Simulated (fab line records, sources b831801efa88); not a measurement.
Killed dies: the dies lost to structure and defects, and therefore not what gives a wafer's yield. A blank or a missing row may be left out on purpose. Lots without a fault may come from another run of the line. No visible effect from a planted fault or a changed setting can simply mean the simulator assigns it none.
Matching of chambers -- flow gf180mcu -- cmp-02 running GF_V4_CMP_04: 4 sister chambers
The step polishes SiO2. 4 wafers are shown with their chamber, then 7 later ones without.

EACH WAFER AND ITS CHAMBER
wafer,chamber,motorCurrentA (A)
L657.1,1,12.3
L657.6,3,13.6
L660.2,0,13.3
L660.4,2,12.0

WAFERS WHOSE CHAMBER IS MISSING
wafer,motorCurrentA (A)
L660.6,11.6
L668.1,12.0
L668.2,13.3
L668.3,11.9
L671.1,13.2
L671.3,12.2
L671.4,13.2

WHICH CHAMBER EACH ONE RAN IN
wafer,from the rows above,in truth
L660.6,can't be placed: 2 or 1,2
L668.1,can't be placed: 2 or 1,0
L668.2,can't be placed: 0 or 3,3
L668.3,can't be placed: 2 or 1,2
L671.1,can't be placed: 0 or 3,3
L671.3,can't be placed: 1 or 2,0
L671.4,can't be placed: 0 or 3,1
Correctly placed: 0 of 7. Can't be placed from these rows: 7 (the true chamber is among the candidates in 4). Number placed wrongly: 0.
How it was worked out, from the rows above alone: a wafer's distance from a chamber is the root of the sum, over the readings, of the square of ((its reading less the chamber's mean) divided by the reading's scatter). The wafer belongs to the nearest chamber; if the next one is less than 2 further off, it can't be placed. Each chamber's mean is taken over the wafers shown for it. The scatter (one wafer shown for each chamber): square how far every hidden wafer sits from the nearest shown wafer, average those squares and take the square root.
